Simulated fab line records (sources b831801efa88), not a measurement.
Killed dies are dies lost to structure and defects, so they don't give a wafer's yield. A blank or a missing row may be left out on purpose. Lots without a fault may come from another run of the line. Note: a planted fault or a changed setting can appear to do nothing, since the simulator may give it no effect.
fab line records    flow gf180mcu
record lots=6  wafers=18  lastDay=34
route steps=602 shown STI@6 PASSIVATION@602
lots that met no fault: taken from a fault-free run of the same line
startH: start of the lot's first displayed wafer, in hours after the record's first day    waitH: hours from the lot's prior step to this one    " unchanged from the row above    L1.1+2: several wafers, shown together as one row    - value missing, or start not given    * or withheld: withheld    < > ~ a bound
route shown NAME@n: a module of which the file shows steps, and the number in the route of the first    usual: mean/standard deviation taken from wafers without a fault    same: alike in all rows    chamber/n: place in a boat    sites: each site's reading    _std_site: standard deviation across them    _edge_site: outer sites' mean less inner sites'    radiusMm: how far each site lies from the wafer's centre    mask NAME#n: copy n    behind: the tool/chamber that last shaped the wafer    hold: why the lot was held/for how many hours/how that ended    device: which transistor (n, p or np) failed to switch    end of line: tests of these same wafers at the route's end    a step given without rows: its recipe and nothing more    killed: count of dies lost to structure and defects at first sort (not the wafer's yield)    map: per-die view of a wafer (x killed, . not killed, _ where there is no die)
set.NAME: the setting as run; set.NAME@STEP: as run at that earlier step    model.NAME: the simulator's own value behind a step, which no gauge read
lots seen at some steps along the route; tables by step, rows by wafer
services: a tool's chamber out of use, with start hour (startH, from the record's first day; less than 0 if before it), hours out, and reason
## steps
# step GF_STI_DEHYDRATE_05
# recipe tempC=200  timeS=60
# step GF_STI_HMDS_06
# recipe primeTimeS=60  primeTempC=120
# step GF_STI_COAT_07
# recipe resist=KrF  spinRpm=withheld  resistThkNm=700
# step GF_STI_SOFTBAKE_08
# recipe tempC=130  timeS=60  resist=KrF
# step GF_STI_EXPOSE_09
# recipe maskId=COMP  targetCdNm=220  na=0.68  sourceShape=conventional  sigmaOuter=0.6  doseMj=28
# step GF_STI_PEB_10
# recipe pebTempC=135  pebTimeS=90  resist=KrF
# step GF_STI_DEVELOP_11
# recipe developTimeS=60  devTempC=21
# step GF_STI_CD_MEAS_12
# recipe targetCdNm=220
# usual cdNm=220.0/1.1
lot.wafer  tool      chamber  startH  waitH  cdNm
L473.1     cdSem-01  -        97.64   0.1    220.6
L473.3     "         -        "       "      220.3
L473.6     "         -        "       "      221.6
L474.2     cdSem-01  -        102.31  0.1    221.1
L474.3     "         -        "       "      220.7
L474.4     "         -        "       "      220.9
L475.2     cdSem-02  -        107.11  0.1    219.2
L475.5     "         -        "       "      219.8
L475.6     "         -        "       "      219.0
L476.2     cdSem-01  -        113.16  0.1    219.3
L476.5     "         -        "       "      217.3
L476.6     "         -        "       "      218.1
L480.2     cdSem-02  -        134.52  0.1    220.1
L480.4     "         -        "       "      220.6
L480.5     "         -        "       "      220.5
L482.2     cdSem-02  -        143.96  0.1    221.1
L482.5     "         -        "       "      220.3
L482.6     "         -        "       "      221.3
# step GF_STI_ETCH_13
# recipe chemistry=CHF3/O2  stopOn=Si  overEtchFrac=0.3  targetDepthA=2823.1  sourceW=600  biasW=200  pressureMtorr=40  chf3FlowSccm=50  O2_flow_sccm=5  timeS=112.9
# usual biasW=200.0/0.59  drypumpMotorCurrentA=5.4/0.51  oesProductAu=0.832/0.0057  runLengthS=141.3/0.51  throttleValvePct=8.809/0.0084
# same timeS=112.9
lot.wafer  tool        chamber  startH  waitH  biasW  drypumpMotorCurrentA  oesProductAu  rfHoursCounterH  runLengthS  throttleValvePct
L473.1     rieDiel-01  0        97.76   0.1    200.0  5.8                   0.833         30               140.9       8.806
L473.3     "           2        "       "      199.6  5.4                   0.844         2                141.2       8.810
L473.6     "           0        "       "      200.8  5.9                   0.831         -                140.8       8.792
L474.2     rieDiel-02  2        102.41  0.1    199.5  5.0                   0.825         34               140.6       8.811
L474.3     "           1        "       "      199.4  5.9                   0.832         142              141.1       8.806
L474.4     "           1        "       "      199.6  5.9                   0.826         -                141.3       8.808
L475.2     rieDiel-01  2        107.21  0.1    199.6  5.4                   0.821         2                141.2       8.819
L475.5     "           2        "       "      199.4  5.4                   0.829         -                141.3       8.820
L475.6     "           1        "       "      199.6  4.7                   0.832         -                141.7       8.812
L476.2     rieDiel-01  1        113.26  0.1    201.3  4.7                   0.824         125              142.1       8.806
L476.5     "           1        "       "      200.8  4.6                   0.833         -                141.6       8.824
L476.6     "           2        "       "      200.5  5.3                   0.825         -                141.4       8.812
L480.2     rieDiel-01  0        134.62  0.1    200.1  5.8                   0.838         30               140.9       8.821
L480.4     "           1        "       "      199.9  4.6                   0.837         126              142.1       8.817
L480.5     "           1        "       "      199.4  4.6                   0.839         -                141.7       8.807
L482.2     rieDiel-03  1        144.06  0.1    199.2  5.2                   0.831         92               141.4       8.807
L482.5     "           0        "       "      200.5  6.2                   0.838         -                141.8       8.804
L482.6     "           3        "       "      200.3  6.1                   0.833         -                141.1       8.793
# step GF_STI_ETCH_14
# recipe target=Si  chemistry=HBr/Cl2/O2  targetDepthNm=360  icpW=600  biasW=150  pressureMtorr=15  HBr_flow_sccm=150  Cl2_flow_sccm=40  O2_flow_sccm=6  timeS=102.9
# usual biasW=150.0/0.46  drypumpMotorCurrentA=5.4/0.34  oesProductAu=1.001/0.0081  runLengthS=131.2/0.54  throttleValvePct=25.656/0.01
# same timeS=102.9
lot.wafer  tool      chamber  startH  waitH  biasW  drypumpMotorCurrentA  oesProductAu  rfHoursCounterH  runLengthS  throttleValvePct
L473.1     rieSi-02  2        97.84   0.0    149.5  5.4                   1.004         94               130.7       25.643
L473.3     "         3        "       "      150.1  5.5                   1.003         120              131.3       25.668
L473.6     "         1        "       "      150.5  5.1                   1.002         -                131.8       25.661
L474.2     rieSi-01  3        102.49  0.0    150.0  5.9                   0.996         127              130.9       25.652
L474.3     "         0        "       "      151.3  4.7                   0.996         2                131.7       25.677
L474.4     "         1        "       "      150.1  5.6                   0.994         2                130.7       25.659
L475.2     rieSi-01  0        107.29  0.0    149.3  4.7                   0.987         2                131.3       25.680
L475.5     "         3        "       "      149.6  5.8                   1.011         -                130.7       25.646
L475.6     "         0        "       "      149.8  4.6                   0.996         -                130.9       25.675
L476.2     rieSi-01  0        113.34  0.0    149.4  4.6                   0.995         2                130.8       25.661
L476.5     "         2        "       "      150.0  5.7                   1.010         -                132.7       25.649
L476.6     "         1        "       "      149.0  5.6                   1.019         -                130.5       25.656
L480.2     rieSi-02  2        134.70  0.0    149.8  5.4                   1.003         95               130.7       25.639
L480.4     "         0        "       "      150.0  5.2                   1.007         129              131.9       25.662
L480.5     "         0        "       "      150.2  5.2                   1.002         -                131.5       25.630
L482.2     rieSi-02  0        144.14  0.0    149.7  5.2                   1.010         130              131.7       25.637
L482.5     "         2        "       "      149.8  5.4                   1.007         -                130.8       25.666
L482.6     "         3        "       "      150.0  5.5                   1.010         -                131.3       25.642
# step GF_STI_STRIP_15
# recipe chemistry=O2/N2  powerW=1400  pressureMtorr=1500  platenTempC=250  o2FlowSccm=3000  n2FlowSccm=300  overashFraction=0.5
# usual drypumpMotorCurrentA=5.7/0.52  heaterPowerW=326/11  n2FlowSccm=300.0/0.95  oesProductAu=0.385/0.0053  stripTimeToEndpointS=3.74/0.041
lot.wafer  tool            chamber  startH  waitH  drypumpMotorCurrentA  heaterPowerW  n2FlowSccm  oesProductAu  rfHoursCounterH  stripTimeToEndpointS
L473.1     plasmaAsher-04  1        97.91   0.0    5.9                   322           300.4       0.390         44               3.76
L473.3     "               1        "       "      5.9                   315           302.6       0.387         -                3.75
L473.6     "               0        "       "      5.8                   336           300.8       0.381         -                3.73
L474.2     plasmaAsher-04  1        102.56  0.0    5.9                   319           299.0       0.385         44               3.82
L474.3     "               0        "       "      5.8                   344           299.2       0.387         -                3.75
L474.4     "               1        "       "      5.9                   320           300.5       0.384         -                3.74
L475.2     plasmaAsher-04  1        107.37  0.0    5.9                   319           300.1       0.375         45               3.71
L475.5     "               0        "       "      5.8                   336           299.2       0.392         -                3.69
L475.6     "               1        "       "      5.9                   317           300.8       0.376         -                3.66
L476.2     plasmaAsher-04  1        113.41  0.0    5.9                   316           302.0       0.394         46               3.70
L476.5     "               1        "       "      5.9                   321           300.1       0.378         -                3.70
L476.6     "               0        "       "      5.8                   344           300.4       0.389         -                3.72
L480.2     plasmaAsher-01  0        134.77  0.0    6.7                   332           299.1       0.389         1                3.74
L480.4     "               1        "       "      5.3                   315           299.8       0.383         -                3.76
L480.5     "               1        "       "      5.3                   320           300.7       0.388         -                3.72
L482.2     plasmaAsher-03  0        144.21  0.0    5.5                   335           300.5       0.381         51               3.77
L482.5     "               0        "       "      5.5                   332           300.8       0.384         -                3.76
L482.6     "               1        "       "      5.0                   309           299.9       0.382         -                3.72
# step GF_STI_CLEAN_16
# recipe chemistry=dHF  timeS=25  dilution=100:1
# step GF_STI_WET_ETCH_17
# recipe chemistry=H3PO4  targetDepthNm=45  tempC=160  target=Si3N4  timeS=514
# usual runLengthS=542/3.6  tempC=159.99/0.14
lot.wafer  tool         chamber  startH  waitH  runLengthS  tempC   model.Si3N4_of_STI_CVD_03.thkNm
L473.1     wetBench-03  3        98.03   0.0    537         160.11  162.1
L473.3     "            3        "       "      537         160.08  161.9
L473.6     "            3        "       "      537         159.70  162.1
L474.2     wetBench-01  1        102.68  0.0    541         160.05  158.1
L474.3     "            1        "       "      541         160.13  158.2
L474.4     "            1        "       "      541         160.08  158.1
L475.2     wetBench-01  1        107.49  0.0    541         160.05  161
L475.5     "            1        "       "      541         160.14  162.3
L475.6     "            1        "       "      541         159.95  161.3
L476.2     wetBench-03  2        113.53  0.0    299         160.00  181.8
L476.5     "            2        "       "      299         159.93  182.5
L476.6     "            2        "       "      299         160.07  180.6
L480.2     wetBench-03  1        134.90  0.0    291         160.24  183.8
L480.4     "            1        "       "      291         159.82  185.9
L480.5     "            1        "       "      291         160.06  184.3
L482.2     wetBench-01  2        144.33  0.0    540         160.20  160.2
L482.5     "            2        "       "      540         160.06  159.3
L482.6     "            2        "       "      540         159.87  161.8
# step GF_STI_CLEAN_18
# recipe chemistry=SC1/SC2  mix=1:4:20  tempC=70  timeS=150
# step GF_STI_CLEAN_19
# recipe chemistry=dHF  timeS=20  dilution=100:1
# step GF_STI_WET_ETCH_20
# recipe chemistry=dHF  dilution=100:1  targetDepthNm=20  tempC=25  dry=ipaMarangoni  target=SiO2  timeS=400
# step GF_STI_OXIDATION_21
# recipe tempC=1000  ambient=O2  stabiliseS=600  purgeS=300  targetThkA=150  oxTimeS=458
# step GF_STI_THK_MEAS_22
# recipe reads=SiO2_of_STI_OXIDATION_21
# usual STI_OXIDATION_01_THK=14.9/0.36
lot.wafer  tool          chamber  startH  waitH  STI_OXIDATION_01_THK[nm]
L473.1     filmMetro-04  -        99.51   0.0    15.2
L473.3     "             -        "       "      15.1
L473.6     "             -        "       "      14.9
L474.2     filmMetro-04  -        104.16  0.0    15.1
L474.3     "             -        "       "      14.5
L474.4     "             -        "       "      14.8
L475.2     filmMetro-03  -        108.98  0.0    15.2
L475.5     "             -        "       "      15.0
L475.6     "             -        "       "      15.1
L476.2     filmMetro-03  -        115.05  0.0    14.7
L476.5     "             -        "       "      14.8
L476.6     "             -        "       "      14.6
L480.2     filmMetro-04  -        136.91  0.0    14.7
L480.4     "             -        "       "      14.9
L480.5     "             -        "       "      14.5
L482.2     filmMetro-03  -        145.81  0.0    14.8
L482.5     "             -        "       "      14.9
L482.6     "             -        "       "      14.9
# step GF_STI_CVD_23
# recipe material=SiO2  targetThkNm=650  sigmaOpenFrac=0.3  timeS=108.3  tempC=600  sih4FlowSccm=60  pressureMtorr=6
# step GF_STI_THK_MEAS_24
# recipe reads=SiO2_of_STI_CVD_23
# usual STI_CVD_23_THK=651/5.8
lot.wafer  tool          chamber  startH  waitH  STI_CVD_23_THK[nm]
L473.1     filmMetro-02  -        99.64   0.0    646
L473.3     "             -        "       "      655
L473.6     "             -        "       "      649
L474.2     filmMetro-02  -        104.29  0.0    657
L474.3     "             -        "       "      643
L474.4     "             -        "       "      652
L475.2     filmMetro-02  -        109.12  0.0    659
L475.5     "             -        "       "      648
L475.6     "             -        "       "      665
L476.2     filmMetro-03  -        115.18  0.0    652
L476.5     "             -        "       "      648
L476.6     "             -        "       "      650
L480.2     filmMetro-02  -        137.05  0.0    657
L480.4     "             -        "       "      656
L480.5     "             -        "       "      650
L482.2     filmMetro-02  -        145.95  0.0    645
L482.5     "             -        "       "      653
L482.6     "             -        "       "      655
# step GF_STI_CMP_25
# recipe stopOn=Si3N4  tOverpolishS=33  downForcePsi=4  platenRpm=60  targetThkNm=524.6  padVelocityMS=0.94248
# usual motorCurrentA=11.5/1.4
lot.wafer  tool    chamber  startH  waitH  motorCurrentA
L473.3     cmp-02  0        99.70   0.0    11.8
L473.1     "       3        "       "      11.3
L473.6     "       0        "       "      12.1
L474.2     cmp-01  2        104.34  0.0    14.0
L474.4     "       3        "       "      9.2
L474.3     "       1        "       "      11.7
L475.2     cmp-01  3        109.17  0.0    9.9
L475.6     "       3        "       "      9.8
L475.5     "       0        "       "      11.9
L476.2     cmp-01  2        115.61  0.4    13.9
L476.5     "       2        "       "      13.7
L476.6     "       3        "       "      9.8
L480.2     cmp-02  2        137.15  0.1    9.4
L480.4     "       0        "       "      11.7
L480.5     "       2        "       "      10.1
L482.2     cmp-02  1        146.00  0.0    11.7
L482.5     "       1        "       "      11.6
L482.6     "       2        "       "      10.3
# step GF_STI_WET_ETCH_26
# recipe chemistry=dHF  targetDepthNm=94  target=SiO2  tempC=25  dilution=10:1  timeS=188
# usual runLengthS=218/4.2  tempC=24.97/0.11
# same timeS=188
lot.wafer  tool         chamber  startH  waitH  runLengthS  tempC  model.Si3N4_of_STI_CVD_03.thkNm
L473.1     wetBench-03  0        100.00  0.1    212         24.98  151.3
L473.3     "            0        "       "      212         24.79  151.2
L473.6     "            0        "       "      212         24.96  151.3
L474.2     wetBench-01  0        104.64  0.2    212         24.99  147.2
L474.3     "            0        "       "      212         24.98  147.4
L474.4     "            0        "       "      212         25.00  147.2
L475.2     wetBench-02  1        109.47  0.2    223         25.01  150.3
L475.5     "            1        "       "      223         25.15  151.6
L475.6     "            1        "       "      223         25.03  150.6
L476.2     wetBench-01  1        115.91  0.2    222         25.11  171.1
L476.5     "            1        "       "      222         25.03  171.7
L476.6     "            1        "       "      222         24.94  169.9
L480.2     wetBench-01  1        137.40  0.2    222         24.88  173
L480.4     "            1        "       "      222         25.01  175.1
L480.5     "            1        "       "      222         24.92  173.5
L482.2     wetBench-02  1        146.30  0.2    216         24.96  149.3
L482.5     "            1        "       "      216         25.08  148.4
L482.6     "            1        "       "      216         24.90  151
# step GF_STI_WET_ETCH_27
# recipe chemistry=H3PO4  targetDepthNm=160  target=Si3N4  tempC=160  timeS=1825
# step GF_PASSIVATION_PROBE_99
lot.wafer  tool       chamber  startH  waitH  model.etest.pwellInDnwell.lineOhmUm  model.etest.pwellInDnwell.rsOhmSq  model.etest.pDrift.rsOhmSq  model.etest.nDrift.rsOhmSq  model.etest.nwell.lineOhmUm  model.etest.nwell.rsOhmSq  model.etest.fieldN.vtV  model.etest.fieldP.vtV
L473.1     prober-02  -        765.93  0.1    4035                                 2426                               2381                        1119                        1164                         986.2                      35.38                   -33.04
L473.3     prober-02  -        766.03  0.2    3917                                 2379                               2342                        1098                        1157                         979.3                      34.01                   -32
L473.6     prober-02  -        766.18  0.2    3964                                 2389                               2369                        1096                        1145                         984.3                      34.45                   -32.18
L474.2     prober-02  -        771.82  0.1    3964                                 2355                               2265                        1098                        1116                         955.8                      34.18                   -30.85
L474.3     prober-02  -        771.87  0.2    3963                                 2356                               2243                        1102                        1121                         956.8                      33.97                   -30.71
L474.4     prober-02  -        771.92  0.2    3955                                 2348                               2252                        1113                        1114                         959.5                      34.21                   -30.88
L475.2     prober-02  -        778.73  0.1    3868                                 2380                               2385                        1102                        1167                         1012                       34.15                   -32.73
L475.5     prober-02  -        778.88  0.2    4095                                 2454                               2447                        1150                        1216                         1034                       36.89                   -34.87
L475.6     prober-02  -        778.93  0.2    3888                                 2375                               2396                        1100                        1174                         1010                       34.62                   -33.15
L476.2     prober-01  -        785.68  0.1    4591                                 2770                               2631                        1308                        1265                         1088                       42.21                   -38.44
L476.5     prober-01  -        785.83  0.2    4631                                 2810                               2674                        1316                        1289                         1097                       42.75                   -38.91
L476.6     prober-01  -        785.88  0.2    4788                                 2856                               2709                        1339                        1308                         1113                       43.7                    -39.81
L480.2     prober-01  -        807.67  0.1    4420                                 2613                               2485                        1307                        1203                         1063                       40.65                   -37.19
L480.4     prober-01  -        807.77  0.2    4474                                 2624                               2478                        1327                        1224                         1071                       41.13                   -37.59
L480.5     prober-01  -        807.82  0.2    4414                                 2614                               2516                        1318                        1229                         1066                       41.22                   -37.72
L482.2     prober-02  -        813.88  0.1    3963                                 2373                               2500                        1107                        1166                         1000                       35.15                   -33.17
L482.5     prober-02  -        814.03  0.2    3960                                 2371                               2524                        1109                        1156                         1001                       35.45                   -33.43
L482.6     prober-02  -        814.08  0.2    4056                                 2394                               2535                        1122                        1173                         1015                       36.09                   -33.88
# killed by level:class
L473.1 V4:geometricParticle:open=6 M1:geometricParticle:short=4 STI:geometricParticle:short=3 V2:geometricParticle:open=3 V3:geometricParticle:open=3 V4:geometricParticle:short=3 V5:geometricParticle:open=3 M1:geometricParticle:open=2
L473.3 V5:geometricParticle:open=6 V3:geometricParticle:open=5 V2:geometricParticle:open=4 V4:geometricParticle:open=3 V4:geometricParticle:short=3 STI:geometricParticle:short=2 HV_LDD:geometricParticle:open=2 CONTACT:geometricParticle:open=2
L473.6 CONTACT:geometricParticle:open=7 V4:geometricParticle:open=5 M5:geometricParticle:short=3 STI:geometricParticle:open=2 M1:geometricParticle:short=2 V1:geometricParticle:open=2 V2:geometricParticle:open=2 V3:geometricParticle:open=2
L474.2 CONTACT:geometricParticle:open=3 V1:geometricParticle:open=3 V2:geometricParticle:open=3 V3:geometricParticle:short=3 V4:geometricParticle:open=3 STI:geometricParticle:open=2 SALICIDE:geometricParticle:open=2 V1:geometricParticle:short=2
L474.3 CONTACT:geometricParticle:open=6 M5:geometricParticle:short=4 M1:geometricParticle:short=3 V1:geometricParticle:short=3 V2:geometricParticle:open=3 STI:geometricParticle:short=2 V5:geometricParticle:short=2 V1:geometricParticle:open=2
L474.4 V1:geometricParticle:open=7 V2:geometricParticle:open=6 V5:geometricParticle:open=4 CONTACT:geometricParticle:open=3 V3:geometricParticle:open=3 STI:geometricParticle:short=2 STI:geometricParticle:open=2 CONTACT:geometricParticle:short=2
L475.2 V4:geometricParticle:open=8 STI:geometricParticle:short=5 V1:geometricParticle:open=5 STI:geometricParticle:open=4 M2:geometricParticle:short=4 V2:geometricParticle:open=4 V5:geometricParticle:short=3 M4:geometricParticle:short=2
L475.5 V4:geometricParticle:open=7 M1:geometricParticle:short=7 V2:geometricParticle:short=7 V1:geometricParticle:open=5 V3:geometricParticle:open=5 V2:geometricParticle:open=4 CONTACT:geometricParticle:open=3 V3:geometricParticle:short=3
L475.6 V1:geometricParticle:short=5 V1:geometricParticle:open=5 V2:geometricParticle:open=5 STI:geometricParticle:open=4 V3:geometricParticle:open=4 V4:geometricParticle:open=4 V4:geometricParticle:short=4 M5:geometricParticle:short=4
L482.2 V1:geometricParticle:open=5 V4:geometricParticle:open=4 STI:geometricParticle:open=3 V2:geometricParticle:short=3 M5:geometricParticle:short=3 STI:geometricParticle:short=2 CONTACT:geometricParticle:open=2 V5:geometricParticle:open=2
L482.5 V5:geometricParticle:open=6 STI:geometricParticle:short=5 V2:geometricParticle:open=4 V4:geometricParticle:open=4 CONTACT:geometricParticle:short=3 CONTACT:geometricParticle:open=3 V3:geometricParticle:short=3 V4:geometricParticle:short=3
L482.6 M1:geometricParticle:short=6 V1:geometricParticle:short=5 V5:geometricParticle:open=5 V4:geometricParticle:open=4 STI:geometricParticle:short=3 V3:geometricParticle:open=3 V1:geometricParticle:open=3 M4:geometricParticle:short=3
## services
tool            chamber  startH  hours  kind
rieDiel-01      3        76.09   3.5    repair
plasmaAsher-03  -        78.96   13.4   repair
rieSi-02        -        87.34   0.7    repair
rieDiel-02      0        88.74   -      clean
rieDiel-02      0        88.74   24.1   scheduledDown
rieDiel-02      0        88.74   24.1   ventCycle
wetBench-02     -        89.61   1.9    pm
plasmaAsher-01  -        95.89   14.6   pm
plasmaAsher-01  -        110.49  9.0    pm
plasmaAsher-01  0        110.49  9.0    ventCycle
plasmaAsher-01  1        110.49  9.0    ventCycle
cmp-02          -        114.43  3.7    repair
plasmaAsher-01  -        119.49  2.8    pm
plasmaAsher-01  0        119.49  -      clean
plasmaAsher-01  1        119.49  -      clean
cmp-02          -        123.11  0.3    repair
rieDiel-01      1        123.93  1.6    repair
rieDiel-01      3        128.90  4.6    repair
rieDiel-03      3        129.20  5.3    repair
rieDiel-02      -        129.95  0.3    repair
## key
firstSign step=GF_STI_WET_ETCH_17  reading=runLengthS  direction=down  sigmas=69  usual=*  struck=*
effect none on later readings
modelEffect step=GF_STI_WET_ETCH_17  value=Si3N4_of_STI_CVD_03.thkNm  without=161.2  struck=183.2
modelEffect step=GF_STI_WET_ETCH_26  value=Si3N4_of_STI_CVD_03.thkNm  without=150.4  struck=172.4
modelEffect step=GF_PASSIVATION_PROBE_99  value=etest.pwellInDnwell.lineOhmUm  without=4140  struck=4553
metAt GF_STI_WET_ETCH_17
struckWafers L476.2,L476.5,L476.6,L480.2,L480.4,L480.5
sortLeftOut L476.2,L476.5,L476.6,L480.2,L480.4,L480.5
testerLeftOut L476,L480
onsetBetween 98.03 113.53
fault kind=processParameterDrift  tool=wetBench-03  chamber=-  onsetH=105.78  steps=GF_STI_WET_ETCH_17  channel=timeS  offset=*  shape=step  endH=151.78  actsIn=*  stated=*
# testerLeftOut: of these lots the tester's yield and bins aren't shown, on N5 and GAA mostly nor the transistor test; their killed dies are dies lost to structure and defects alone, not to doping, threshold or leakage, so they don't give the yield
# sortLeftOut: the simulated sort isn't trusted on such a fault, so these wafers' sort isn't shown, and their yield isn't known
